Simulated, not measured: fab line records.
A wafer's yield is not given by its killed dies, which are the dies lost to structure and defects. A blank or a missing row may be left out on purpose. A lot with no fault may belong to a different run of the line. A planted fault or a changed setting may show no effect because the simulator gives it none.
fab line records :: flow sky130 :: part 2 of 2: steps 30 to 38 of 38
[record]
  lots = 5
  wafers = 15
  last_day = 50
route steps=708 shown SD_N@350 SD_P@359 RES_XHIGH@360 SALICIDE@361 LI_CONTACT@362 LOCAL_INTERCONNECT@387
lots untouched by any fault: they come from a run of this same line in which no faults occurred
start_h: start of the lot's first displayed wafer, in hours after the record's first day :: wait_h: hours since the lot's step before :: " unchanged from the row above :: L1.1+2: a single row standing in for several wafers :: - no value, or no start given :: * or withheld: withheld :: < > ~ a bound
route shown NAME@n: a module of which the file shows steps, and the number in the route of the first :: usual: mean/standard deviation of fault-free wafers :: same: alike in all rows :: chamber/n: place in a boat :: sites: each site's reading :: _std_site: the values' standard deviation :: _edge_site: inner sites' mean taken away from outer sites' mean :: radius_mm: how far each site lies from the wafer's centre :: mask NAME#n: copy n :: behind: the most recent tool/chamber to have shaped the wafer :: hold: reason for holding the lot/hours on hold/outcome of the hold :: device: names the non-switching transistor (n, p or np) :: end of line: the same wafers' tests at the end of the route :: for a step that has no rows: nothing shown but its recipe :: killed: dies that structure and defects cost at the first sort, which is not the same as the wafer's yield :: map: per-die view of a wafer (x killed, . not killed, _ where there is no die)
set.NAME: the setting the step ran with; set.NAME@STEP: the setting that earlier step ran with :: model.NAME: the simulator's own value behind a step, which no gauge read
lots seen at some steps along the route; tables by step, rows by wafer
services: the hour from which a tool's chamber was out of use, counted from the record's first day as start_h (under 0 if before that day), plus the number of hours and why
[[steps]]
[step SKY_LI_CONTACT_PRE_CLEAN_18]
[recipe]
  gas = Ar
  time_s = 5.6
  bias_v = 358
lot.wafer: L077.2+3+4
tool: pvd_sputter-02
chamber: -
start_h: 701.76
wait_h: 0.0

lot.wafer: L083.2+4+6
tool: pvd_sputter-02
chamber: -
start_h: 763.19
wait_h: 0.0

lot.wafer: L085.1+2+5
tool: pvd_sputter-02
chamber: -
start_h: 766.06
wait_h: 0.0

lot.wafer: L086.2+3+5
tool: pvd_sputter-03
chamber: -
start_h: 782.66
wait_h: 0.0

lot.wafer: L094.1+2+6
tool: pvd_sputter-03
chamber: -
start_h: 844.57
wait_h: 0.0
[step SKY_LI_CONTACT_SPUTTER_19]
[recipe]
  material = Ti
  target_thk_nm = 20
  chamber_pressure_pa = 5
  power_w = 2500
  substrate_temp_c = 200
  time_s = 106.37
[usual]
  throttle_valve_pct = 29.7/0.66
lot.wafer: L077.2
tool: pvd_sputter-02
chamber: -
start_h: 701.78
wait_h: 0.0
throttle_valve_pct: 30.3

lot.wafer: L077.3
tool: pvd_sputter-02
chamber: -
start_h: 701.78
wait_h: 0.0
throttle_valve_pct: 29.7

lot.wafer: L077.4
tool: pvd_sputter-02
chamber: -
start_h: 701.78
wait_h: 0.0
throttle_valve_pct: 30.2

lot.wafer: L083.2
tool: pvd_sputter-02
chamber: -
start_h: 763.21
wait_h: 0.0
throttle_valve_pct: 30.4

lot.wafer: L083.4
tool: pvd_sputter-02
chamber: -
start_h: 763.21
wait_h: 0.0
throttle_valve_pct: 29.7

lot.wafer: L083.6
tool: pvd_sputter-02
chamber: -
start_h: 763.21
wait_h: 0.0
throttle_valve_pct: 30.7

lot.wafer: L085.1
tool: pvd_sputter-02
chamber: -
start_h: 766.08
wait_h: 0.0
throttle_valve_pct: 29.6

lot.wafer: L085.2
tool: pvd_sputter-02
chamber: -
start_h: 766.08
wait_h: 0.0
throttle_valve_pct: 30.3

lot.wafer: L085.5
tool: pvd_sputter-02
chamber: -
start_h: 766.08
wait_h: 0.0
throttle_valve_pct: 30.3

lot.wafer: L086.2
tool: pvd_sputter-03
chamber: -
start_h: 782.68
wait_h: 0.0
throttle_valve_pct: 28.9

lot.wafer: L086.3
tool: pvd_sputter-03
chamber: -
start_h: 782.68
wait_h: 0.0
throttle_valve_pct: 30.1

lot.wafer: L086.5
tool: pvd_sputter-03
chamber: -
start_h: 782.68
wait_h: 0.0
throttle_valve_pct: 30.0

lot.wafer: L094.1
tool: pvd_sputter-03
chamber: -
start_h: 844.59
wait_h: 0.0
throttle_valve_pct: 29.8

lot.wafer: L094.2
tool: pvd_sputter-03
chamber: -
start_h: 844.59
wait_h: 0.0
throttle_valve_pct: 30.5

lot.wafer: L094.6
tool: pvd_sputter-03
chamber: -
start_h: 844.59
wait_h: 0.0
throttle_valve_pct: 30.0
[step SKY_LI_CONTACT_SPUTTER_20]
[recipe]
  material = TiN
  target_thk_nm = 20
  chamber_pressure_pa = 5
  power_w = 4000
  time_s = 80
[usual]
  throttle_valve_pct = 29.7/0.65
lot.wafer: L077.2
tool: pvd_sputter-02
chamber: -
start_h: 701.86
wait_h: 0.0
throttle_valve_pct: 30.4

lot.wafer: L077.3
tool: pvd_sputter-02
chamber: -
start_h: 701.86
wait_h: 0.0
throttle_valve_pct: 29.7

lot.wafer: L077.4
tool: pvd_sputter-02
chamber: -
start_h: 701.86
wait_h: 0.0
throttle_valve_pct: 30.4

lot.wafer: L083.2
tool: pvd_sputter-02
chamber: -
start_h: 763.29
wait_h: 0.0
throttle_valve_pct: 30.7

lot.wafer: L083.4
tool: pvd_sputter-02
chamber: -
start_h: 763.29
wait_h: 0.0
throttle_valve_pct: 29.6

lot.wafer: L083.6
tool: pvd_sputter-02
chamber: -
start_h: 763.29
wait_h: 0.0
throttle_valve_pct: 30.3

lot.wafer: L085.1
tool: pvd_sputter-02
chamber: -
start_h: 766.16
wait_h: 0.0
throttle_valve_pct: 29.9

lot.wafer: L085.2
tool: pvd_sputter-02
chamber: -
start_h: 766.16
wait_h: 0.0
throttle_valve_pct: 30.1

lot.wafer: L085.5
tool: pvd_sputter-02
chamber: -
start_h: 766.16
wait_h: 0.0
throttle_valve_pct: 30.6

lot.wafer: L086.2
tool: pvd_sputter-03
chamber: -
start_h: 782.76
wait_h: 0.0
throttle_valve_pct: 29.0

lot.wafer: L086.3
tool: pvd_sputter-03
chamber: -
start_h: 782.76
wait_h: 0.0
throttle_valve_pct: 29.7

lot.wafer: L086.5
tool: pvd_sputter-03
chamber: -
start_h: 782.76
wait_h: 0.0
throttle_valve_pct: 29.9

lot.wafer: L094.1
tool: pvd_sputter-03
chamber: -
start_h: 844.66
wait_h: 0.0
throttle_valve_pct: 29.9

lot.wafer: L094.2
tool: pvd_sputter-03
chamber: -
start_h: 844.66
wait_h: 0.0
throttle_valve_pct: 30.5

lot.wafer: L094.6
tool: pvd_sputter-03
chamber: -
start_h: 844.66
wait_h: 0.0
throttle_valve_pct: 29.9
[step SKY_LI_CONTACT_CVD_21]
[recipe]
  material = W
  target_thk_nm = 400
  time_s = 120.56
  temp_c = 400
  pressure_torr = 40
[usual]
  chamber_pressure_Torr = 40.00/0.09
  heater_power_w = 767/45
lot.wafer: L077.2
tool: cvd_w-01
chamber: 1
start_h: 701.92
wait_h: 0.0
chamber_pressure_Torr: 39.94
heater_power_w: 713

lot.wafer: L077.3
tool: cvd_w-01
chamber: 1
start_h: 701.92
wait_h: 0.0
chamber_pressure_Torr: 40.02
heater_power_w: 698

lot.wafer: L077.4
tool: cvd_w-01
chamber: 0
start_h: 701.92
wait_h: 0.0
chamber_pressure_Torr: 40.03
heater_power_w: 788

lot.wafer: L083.2
tool: cvd_w-01
chamber: 0
start_h: 763.35
wait_h: 0.0
chamber_pressure_Torr: 39.75
heater_power_w: 764

lot.wafer: L083.4
tool: cvd_w-01
chamber: 1
start_h: 763.35
wait_h: 0.0
chamber_pressure_Torr: 40.06
heater_power_w: 698

lot.wafer: L083.6
tool: cvd_w-01
chamber: 1
start_h: 763.35
wait_h: 0.0
chamber_pressure_Torr: 39.93
heater_power_w: 704

lot.wafer: L085.1
tool: cvd_w-02
chamber: 0
start_h: 766.22
wait_h: 0.0
chamber_pressure_Torr: 39.79
heater_power_w: 819

lot.wafer: L085.2
tool: cvd_w-02
chamber: 1
start_h: 766.22
wait_h: 0.0
chamber_pressure_Torr: 39.81
heater_power_w: 771

lot.wafer: L085.5
tool: cvd_w-02
chamber: 0
start_h: 766.22
wait_h: 0.0
chamber_pressure_Torr: 39.97
heater_power_w: 813

lot.wafer: L086.2
tool: cvd_w-02
chamber: 1
start_h: 782.82
wait_h: 0.0
chamber_pressure_Torr: 40.19
heater_power_w: 771

lot.wafer: L086.3
tool: cvd_w-02
chamber: 0
start_h: 782.82
wait_h: 0.0
chamber_pressure_Torr: 40.03
heater_power_w: 817

lot.wafer: L086.5
tool: cvd_w-02
chamber: 1
start_h: 782.82
wait_h: 0.0
chamber_pressure_Torr: 39.87
heater_power_w: 750

lot.wafer: L094.1
tool: cvd_w-02
chamber: 1
start_h: 844.72
wait_h: 0.0
chamber_pressure_Torr: 39.92
heater_power_w: 792

lot.wafer: L094.2
tool: cvd_w-02
chamber: 0
start_h: 844.72
wait_h: 0.0
chamber_pressure_Torr: 40.08
heater_power_w: 812

lot.wafer: L094.6
tool: cvd_w-02
chamber: 1
start_h: 844.72
wait_h: 0.0
chamber_pressure_Torr: 39.94
heater_power_w: 759
[step SKY_LI_CONTACT_RS_MEAS_22]
[recipe]
  thk_meas_gauge = four-point-probe
  reads = W_of_LI_CONTACT_CVD_21+TiN_of_LI_CONTACT_SPUTTER_20+Ti_of_LI_CONTACT_SPUTTER_19
[usual]
  LI_CONTACT_W_RS = 0.284/0.0039
lot.wafer: L077.2
tool: film_metro-03
chamber: -
start_h: 702.07
wait_h: 0.1
LI_CONTACT_W_RS[ohm/sq]: 0.284

lot.wafer: L077.3
tool: film_metro-03
chamber: -
start_h: 702.07
wait_h: 0.1
LI_CONTACT_W_RS[ohm/sq]: 0.287

lot.wafer: L077.4
tool: film_metro-03
chamber: -
start_h: 702.07
wait_h: 0.1
LI_CONTACT_W_RS[ohm/sq]: 0.279

lot.wafer: L083.2
tool: film_metro-04
chamber: -
start_h: 763.49
wait_h: 0.1
LI_CONTACT_W_RS[ohm/sq]: 0.278

lot.wafer: L083.4
tool: film_metro-04
chamber: -
start_h: 763.49
wait_h: 0.1
LI_CONTACT_W_RS[ohm/sq]: 0.285

lot.wafer: L083.6
tool: film_metro-04
chamber: -
start_h: 763.49
wait_h: 0.1
LI_CONTACT_W_RS[ohm/sq]: 0.286

lot.wafer: L085.1
tool: film_metro-02
chamber: -
start_h: 766.35
wait_h: 0.1
LI_CONTACT_W_RS[ohm/sq]: 0.283

lot.wafer: L085.2
tool: film_metro-02
chamber: -
start_h: 766.35
wait_h: 0.1
LI_CONTACT_W_RS[ohm/sq]: 0.285

lot.wafer: L085.5
tool: film_metro-02
chamber: -
start_h: 766.35
wait_h: 0.1
LI_CONTACT_W_RS[ohm/sq]: 0.286

lot.wafer: L086.2
tool: film_metro-03
chamber: -
start_h: 782.97
wait_h: 0.1
LI_CONTACT_W_RS[ohm/sq]: 0.288

lot.wafer: L086.3
tool: film_metro-03
chamber: -
start_h: 782.97
wait_h: 0.1
LI_CONTACT_W_RS[ohm/sq]: 0.289

lot.wafer: L086.5
tool: film_metro-03
chamber: -
start_h: 782.97
wait_h: 0.1
LI_CONTACT_W_RS[ohm/sq]: 0.283

lot.wafer: L094.1
tool: film_metro-04
chamber: -
start_h: 844.85
wait_h: 0.1
LI_CONTACT_W_RS[ohm/sq]: 0.287

lot.wafer: L094.2
tool: film_metro-04
chamber: -
start_h: 844.85
wait_h: 0.1
LI_CONTACT_W_RS[ohm/sq]: 0.290

lot.wafer: L094.6
tool: film_metro-04
chamber: -
start_h: 844.85
wait_h: 0.1
LI_CONTACT_W_RS[ohm/sq]: 0.287
[step SKY_LI_CONTACT_THK_MEAS_23]
[recipe]
  thk_meas_gauge = xrf
  reads = W_of_LI_CONTACT_CVD_21
[usual]
  LI_CONTACT_W_THK = 407/6.6
lot.wafer: L077.2
tool: film_metro-03
chamber: -
start_h: 702.18
wait_h: 0.1
LI_CONTACT_W_THK[nm]: 408

lot.wafer: L077.3
tool: film_metro-03
chamber: -
start_h: 702.18
wait_h: 0.1
LI_CONTACT_W_THK[nm]: 404

lot.wafer: L077.4
tool: film_metro-03
chamber: -
start_h: 702.18
wait_h: 0.1
LI_CONTACT_W_THK[nm]: 412

lot.wafer: L083.2
tool: film_metro-04
chamber: -
start_h: 763.60
wait_h: 0.1
LI_CONTACT_W_THK[nm]: 420

lot.wafer: L083.4
tool: film_metro-04
chamber: -
start_h: 763.60
wait_h: 0.1
LI_CONTACT_W_THK[nm]: 410

lot.wafer: L083.6
tool: film_metro-04
chamber: -
start_h: 763.60
wait_h: 0.1
LI_CONTACT_W_THK[nm]: 407

lot.wafer: L085.1
tool: film_metro-02
chamber: -
start_h: 766.47
wait_h: 0.1
LI_CONTACT_W_THK[nm]: 403

lot.wafer: L085.2
tool: film_metro-02
chamber: -
start_h: 766.47
wait_h: 0.1
LI_CONTACT_W_THK[nm]: 399

lot.wafer: L085.5
tool: film_metro-02
chamber: -
start_h: 766.47
wait_h: 0.1
LI_CONTACT_W_THK[nm]: 400

lot.wafer: L086.2
tool: film_metro-03
chamber: -
start_h: 783.08
wait_h: 0.1
LI_CONTACT_W_THK[nm]: 405

lot.wafer: L086.3
tool: film_metro-03
chamber: -
start_h: 783.08
wait_h: 0.1
LI_CONTACT_W_THK[nm]: 402

lot.wafer: L086.5
tool: film_metro-03
chamber: -
start_h: 783.08
wait_h: 0.1
LI_CONTACT_W_THK[nm]: 410

lot.wafer: L094.1
tool: film_metro-04
chamber: -
start_h: 844.97
wait_h: 0.1
LI_CONTACT_W_THK[nm]: 409

lot.wafer: L094.2
tool: film_metro-04
chamber: -
start_h: 844.97
wait_h: 0.1
LI_CONTACT_W_THK[nm]: 403

lot.wafer: L094.6
tool: film_metro-04
chamber: -
start_h: 844.97
wait_h: 0.1
LI_CONTACT_W_THK[nm]: 410
[step SKY_LI_CONTACT_CMP_24]
[recipe]
  stop_on = PSG
  t_overpolish_s = 20
  down_force_psi = 3.5
  platen_rpm = 60
  target_thk_nm = 0
  pad_velocity_m_s = 0.94248
[usual]
  motor_current_A = 10.5/0.94
  overpolish_run_s = 20.000/0.0093
  time_to_endpoint_s = 97/3.3
lot.wafer: L077.3
tool: cmp-02
chamber: 1
start_h: 702.23
wait_h: 0.0
motor_current_A: 10.5
overpolish_run_s: 20.012
time_to_endpoint_s: 90

lot.wafer: L077.2
tool: cmp-02
chamber: 2
start_h: 702.23
wait_h: 0.0
motor_current_A: 9.3
overpolish_run_s: 20.007
time_to_endpoint_s: 96

lot.wafer: L077.4
tool: cmp-02
chamber: 0
start_h: 702.23
wait_h: 0.0
motor_current_A: 9.8
overpolish_run_s: 20.012
time_to_endpoint_s: 96

lot.wafer: L083.2
tool: cmp-01
chamber: 2
start_h: 763.75
wait_h: 0.1
motor_current_A: 10.2
overpolish_run_s: 19.984
time_to_endpoint_s: 95

lot.wafer: L083.4
tool: cmp-01
chamber: 3
start_h: 763.75
wait_h: 0.1
motor_current_A: 9.2
overpolish_run_s: 19.996
time_to_endpoint_s: 100

lot.wafer: L083.6
tool: cmp-01
chamber: 1
start_h: 763.75
wait_h: 0.1
motor_current_A: 11.0
overpolish_run_s: 20.000
time_to_endpoint_s: 94

lot.wafer: L085.1
tool: cmp-02
chamber: 3
start_h: 766.58
wait_h: 0.1
motor_current_A: 11.3
overpolish_run_s: 20.004
time_to_endpoint_s: 96

lot.wafer: L085.2
tool: cmp-02
chamber: 0
start_h: 766.58
wait_h: 0.1
motor_current_A: 10.2
overpolish_run_s: 19.993
time_to_endpoint_s: 97

lot.wafer: L085.5
tool: cmp-02
chamber: 3
start_h: 766.58
wait_h: 0.1
motor_current_A: 11.4
overpolish_run_s: 19.985
time_to_endpoint_s: 98

lot.wafer: L086.2
tool: cmp-02
chamber: 0
start_h: 783.18
wait_h: 0.1
motor_current_A: 10.2
overpolish_run_s: 19.997
time_to_endpoint_s: 96

lot.wafer: L086.3
tool: cmp-02
chamber: 2
start_h: 783.18
wait_h: 0.1
motor_current_A: 9.9
overpolish_run_s: 20.002
time_to_endpoint_s: 98

lot.wafer: L086.5
tool: cmp-02
chamber: 0
start_h: 783.18
wait_h: 0.1
motor_current_A: 10.2
overpolish_run_s: 19.998
time_to_endpoint_s: 103

lot.wafer: L094.2
tool: cmp-02
chamber: 3
start_h: 845.08
wait_h: 0.1
motor_current_A: 11.4
overpolish_run_s: 20.000
time_to_endpoint_s: 94

lot.wafer: L094.1
tool: cmp-02
chamber: 0
start_h: 845.08
wait_h: 0.1
motor_current_A: 10.7
overpolish_run_s: 20.012
time_to_endpoint_s: 97

lot.wafer: L094.6
tool: cmp-02
chamber: 3
start_h: 845.08
wait_h: 0.1
motor_current_A: 11.4
overpolish_run_s: 19.996
time_to_endpoint_s: 95
[step SKY_LOCAL_INTERCONNECT_SPUTTER_00]
[recipe]
  material = TiN
  target_thk_nm = 100
  temp_c = 300
  power_w = 6500
  time_s = 83.3
  chamber_pressure_pa = 0.4
[usual]
  throttle_valve_pct = 30.0/1.2
lot.wafer: L077.2
tool: pvd_sputter-04
chamber: -
start_h: 702.53
wait_h: 0.2
throttle_valve_pct: 29.9

lot.wafer: L077.3
tool: pvd_sputter-04
chamber: -
start_h: 702.53
wait_h: 0.2
throttle_valve_pct: 28.6

lot.wafer: L077.4
tool: pvd_sputter-04
chamber: -
start_h: 702.53
wait_h: 0.2
throttle_valve_pct: 28.3

lot.wafer: L083.2
tool: pvd_sputter-01
chamber: -
start_h: 763.95
wait_h: 0.1
throttle_valve_pct: 29.7

lot.wafer: L083.4
tool: pvd_sputter-01
chamber: -
start_h: 763.95
wait_h: 0.1
throttle_valve_pct: 28.8

lot.wafer: L083.6
tool: pvd_sputter-01
chamber: -
start_h: 763.95
wait_h: 0.1
throttle_valve_pct: 29.1

lot.wafer: L085.1
tool: pvd_sputter-04
chamber: -
start_h: 766.83
wait_h: 0.2
throttle_valve_pct: 28.5

lot.wafer: L085.2
tool: pvd_sputter-04
chamber: -
start_h: 766.83
wait_h: 0.2
throttle_valve_pct: 31.9

lot.wafer: L085.5
tool: pvd_sputter-04
chamber: -
start_h: 766.83
wait_h: 0.2
throttle_valve_pct: 28.7

lot.wafer: L086.2
tool: pvd_sputter-01
chamber: -
start_h: 783.43
wait_h: 0.2
throttle_valve_pct: 28.7

lot.wafer: L086.3
tool: pvd_sputter-01
chamber: -
start_h: 783.43
wait_h: 0.2
throttle_valve_pct: 30.5

lot.wafer: L086.5
tool: pvd_sputter-01
chamber: -
start_h: 783.43
wait_h: 0.2
throttle_valve_pct: 29.0

lot.wafer: L094.1
tool: pvd_sputter-04
chamber: -
start_h: 845.33
wait_h: 0.1
throttle_valve_pct: 31.6

lot.wafer: L094.2
tool: pvd_sputter-04
chamber: -
start_h: 845.33
wait_h: 0.1
throttle_valve_pct: 30.3

lot.wafer: L094.6
tool: pvd_sputter-04
chamber: -
start_h: 845.33
wait_h: 0.1
throttle_valve_pct: 30.2
[step SKY_LOCAL_INTERCONNECT_RS_MEAS_01]
[recipe]
  thk_meas_gauge = four-point-probe
  reads = TiN_of_LOCAL_INTERCONNECT_SPUTTER_00
[usual]
  LOCAL_INTERCONNECT_TIN_RS = 14.09/0.14
lot.wafer: L077.2
tool: film_metro-04
chamber: -
start_h: 702.61
wait_h: 0.1
LOCAL_INTERCONNECT_TIN_RS[ohm/sq]: 14.03

lot.wafer: L077.3
tool: film_metro-04
chamber: -
start_h: 702.61
wait_h: 0.1
LOCAL_INTERCONNECT_TIN_RS[ohm/sq]: 14.02

lot.wafer: L077.4
tool: film_metro-04
chamber: -
start_h: 702.61
wait_h: 0.1
LOCAL_INTERCONNECT_TIN_RS[ohm/sq]: 14.02

lot.wafer: L083.2
tool: film_metro-01
chamber: -
start_h: 764.04
wait_h: 0.1
LOCAL_INTERCONNECT_TIN_RS[ohm/sq]: 14.15

lot.wafer: L083.4
tool: film_metro-01
chamber: -
start_h: 764.04
wait_h: 0.1
LOCAL_INTERCONNECT_TIN_RS[ohm/sq]: 14.30

lot.wafer: L083.6
tool: film_metro-01
chamber: -
start_h: 764.04
wait_h: 0.1
LOCAL_INTERCONNECT_TIN_RS[ohm/sq]: 14.20

lot.wafer: L085.1
tool: film_metro-04
chamber: -
start_h: 766.89
wait_h: 0.0
LOCAL_INTERCONNECT_TIN_RS[ohm/sq]: 14.19

lot.wafer: L085.2
tool: film_metro-04
chamber: -
start_h: 766.89
wait_h: 0.0
LOCAL_INTERCONNECT_TIN_RS[ohm/sq]: 14.06

lot.wafer: L085.5
tool: film_metro-04
chamber: -
start_h: 766.89
wait_h: 0.0
LOCAL_INTERCONNECT_TIN_RS[ohm/sq]: 14.16

lot.wafer: L086.2
tool: film_metro-04
chamber: -
start_h: 783.51
wait_h: 0.1
LOCAL_INTERCONNECT_TIN_RS[ohm/sq]: 14.14

lot.wafer: L086.3
tool: film_metro-04
chamber: -
start_h: 783.51
wait_h: 0.1
LOCAL_INTERCONNECT_TIN_RS[ohm/sq]: 14.15

lot.wafer: L086.5
tool: film_metro-04
chamber: -
start_h: 783.51
wait_h: 0.1
LOCAL_INTERCONNECT_TIN_RS[ohm/sq]: 14.06

lot.wafer: L094.1
tool: film_metro-01
chamber: -
start_h: 845.39
wait_h: 0.0
LOCAL_INTERCONNECT_TIN_RS[ohm/sq]: 14.02

lot.wafer: L094.2
tool: film_metro-01
chamber: -
start_h: 845.39
wait_h: 0.0
LOCAL_INTERCONNECT_TIN_RS[ohm/sq]: 13.92

lot.wafer: L094.6
tool: film_metro-01
chamber: -
start_h: 845.39
wait_h: 0.0
LOCAL_INTERCONNECT_TIN_RS[ohm/sq]: 14.05
[[services]]
tool: wet_bench-03
chamber: -
start_h: 648.50
hours: 1.4
kind: repair

tool: implanter-01
chamber: -
start_h: 655.54
hours: 8.8
kind: repair

tool: pvd_sputter-03
chamber: -
start_h: 659.77
hours: 1.5
kind: repair

tool: implanter-03
chamber: -
start_h: 665.81
hours: 4.2
kind: repair

tool: pvd_sputter-03
chamber: -
start_h: 673.77
hours: 34.0
kind: repair

tool: implanter-03
chamber: -
start_h: 674.80
hours: 4.3
kind: repair

tool: cmp-02
chamber: -
start_h: 678.75
hours: 1.9
kind: repair

tool: implanter-03
chamber: -
start_h: 707.61
hours: 3.3
kind: pm

tool: cmp-01
chamber: -
start_h: 712.77
hours: 1.2
kind: repair

tool: implanter-03
chamber: -
start_h: 729.66
hours: 1.8
kind: repair

tool: cmp-01
chamber: -
start_h: 737.37
hours: 1.0
kind: repair

tool: rie_diel-03
chamber: 3
start_h: 738.70
hours: 3.9
kind: repair

tool: cmp-02
chamber: -
start_h: 744.00
hours: 4.0
kind: pm

tool: cmp-01
chamber: -
start_h: 747.75
hours: 3.2
kind: repair

tool: rie_diel-02
chamber: 0
start_h: 748.40
hours: 12.2
kind: repair

tool: cmp-02
chamber: -
start_h: 753.75
hours: 0.5
kind: repair

tool: rie_diel-02
chamber: 1
start_h: 782.98
hours: 27.2
kind: repair

tool: cmp-01
chamber: -
start_h: 791.41
hours: 2.0
kind: repair

tool: implanter-01
chamber: -
start_h: 794.10
hours: 12.4
kind: repair

tool: rie_diel-02
chamber: 3
start_h: 801.54
hours: 3.1
kind: repair

tool: cmp-02
chamber: -
start_h: 808.60
hours: 0.2
kind: repair

tool: wet_bench-03
chamber: -
start_h: 820.16
hours: 22.7
kind: pm

tool: rie_diel-03
chamber: -
start_h: 827.42
hours: 0.1
kind: repair

tool: pvd_sputter-02
chamber: -
start_h: 844.33
hours: 19.4
kind: repair
